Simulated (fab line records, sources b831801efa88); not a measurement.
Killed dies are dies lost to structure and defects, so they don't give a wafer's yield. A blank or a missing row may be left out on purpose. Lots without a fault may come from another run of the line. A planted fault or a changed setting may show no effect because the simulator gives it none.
Which tool did it? | flow sfq_line | 14 lots, 42 wafers sampled, at 2 steps of a route of 325

WHAT THE GAUGES READ, wafer by wafer
SFQ_M1_OVL_MEAS_911.
lot  | measured     | on         | M1_OVL (nm)
L881 | day 22 01:20 | overlay-01 | 14 8 1
L883 | day 24 02:08 | overlay-02 | 6 5 6
L884 | day 24 20:08 | overlay-02 | 9 8 2
L887 | day 26 04:40 | overlay-02 | 4 2 0
L888 | day 26 09:28 | overlay-01 | 0 -6 3
L889 | day 26 19:04 | overlay-02 | -3 -12 -1
L891 | day 27 10:47 | overlay-02 | 4 6 9
L892 | day 27 22:47 | overlay-01 | -4 4 0
L893 | day 28 05:59 | overlay-02 | -6 -3 7
L897 | day 30 12:07 | overlay-01 | 2 12 0
L901 | day 32 15:57 | overlay-01 | -8 -6 -7
L902 | day 33 01:34 | overlay-02 | 5 11 15
L903 | day 33 06:22 | overlay-02 | 3 9 -3
L904 | day 33 12:21 | overlay-02 | 8 10 7

WHICH TOOL RAN EACH LOT (tool, then ch and the chambers of the sampled wafers, then the start)
lot  | SFQ_TRILAYER_M0_BARC_OPEN_METAL_ETCH_031
L881 | rie_metal-01 ch 0,1, day 11 17:25
L883 | rie_metal-04 ch 0,1, day 12 07:11
L884 | rie_metal-02 ch 0,1, day 12 16:55
L887 | rie_metal-01 ch 0, day 13 14:19
L888 | rie_metal-04 ch 0,1, day 13 21:02
L889 | rie_metal-04 ch 0,1, day 14 06:38
L891 | rie_metal-01 ch 0,1, day 14 20:05
L892 | rie_metal-04 ch 0,1, day 15 10:29
L893 | rie_metal-01 ch 0, day 15 22:29
L897 | rie_metal-04 ch 0,1, day 17 13:01
L901 | rie_metal-02 ch 1, day 19 07:14
L902 | rie_metal-02 ch 0,1, day 19 18:04
L903 | rie_metal-04 ch 0,1, day 20 02:34
L904 | rie_metal-02 ch 0,1, day 20 12:10
- SFQ_TRILAYER_M0_BARC_OPEN_METAL_ETCH_031: etches BARC in O2, target depth 125 nm, time 41.7 s.

WHAT THE TOOLS THEMSELVES READ (means of the sampled wafers that have a number; where no wafer has one, the mark that the record gives instead)
SFQ_TRILAYER_M0_BARC_OPEN_METAL_ETCH_031.
lot  | tool         | drypump_motor_current_A (A) | oes_product_au (a.u.)
L881 | rie_metal-01 | 5.60                        | 0.680
L883 | rie_metal-04 | 5.40                        | 0.685
L884 | rie_metal-02 | 5.71                        | 0.685
L887 | rie_metal-01 | 5.33                        | 0.685
L888 | rie_metal-04 | 5.30                        | 0.686
L889 | rie_metal-04 | 5.40                        | 0.685
L891 | rie_metal-01 | 5.59                        | 0.687
L892 | rie_metal-04 | 5.30                        | 0.686
L893 | rie_metal-01 | 5.34                        | 0.683
L897 | rie_metal-04 | 5.40                        | 0.685
L901 | rie_metal-02 | 5.89                        | 0.681
L902 | rie_metal-02 | 5.71                        | 0.687
L903 | rie_metal-04 | 5.29                        | 0.682
L904 | rie_metal-02 | 5.73                        | 0.681

THE ANSWER, worked out from the rows above alone
Rule: what is usual is taken from the lots themselves. Put in order of their means at a reading, lots are off if they are a third of the lots or fewer, leave a main group of 4 or more, and stand apart from it by a gap of 3 or more times the standard deviation of the main group's means; of several such gaps the widest counts. A main group whose means are all the same, to the digits that the tables above print for the reading, isn't used. A lot without any number at a reading at which 4 lots or more have one is off too. The other lots that the step has rows for count as sound. The gauges are gone through in route order, then the tools' own readings, and for those a lot's mean is taken as printed above. The first step at which some lot is off is used, and at that step the reading that is off furthest; a lot without a number counts as furthest.
No lot is off at any reading shown: from this, nothing can be told.

WHAT THE SIMULATOR HAD PUT IN
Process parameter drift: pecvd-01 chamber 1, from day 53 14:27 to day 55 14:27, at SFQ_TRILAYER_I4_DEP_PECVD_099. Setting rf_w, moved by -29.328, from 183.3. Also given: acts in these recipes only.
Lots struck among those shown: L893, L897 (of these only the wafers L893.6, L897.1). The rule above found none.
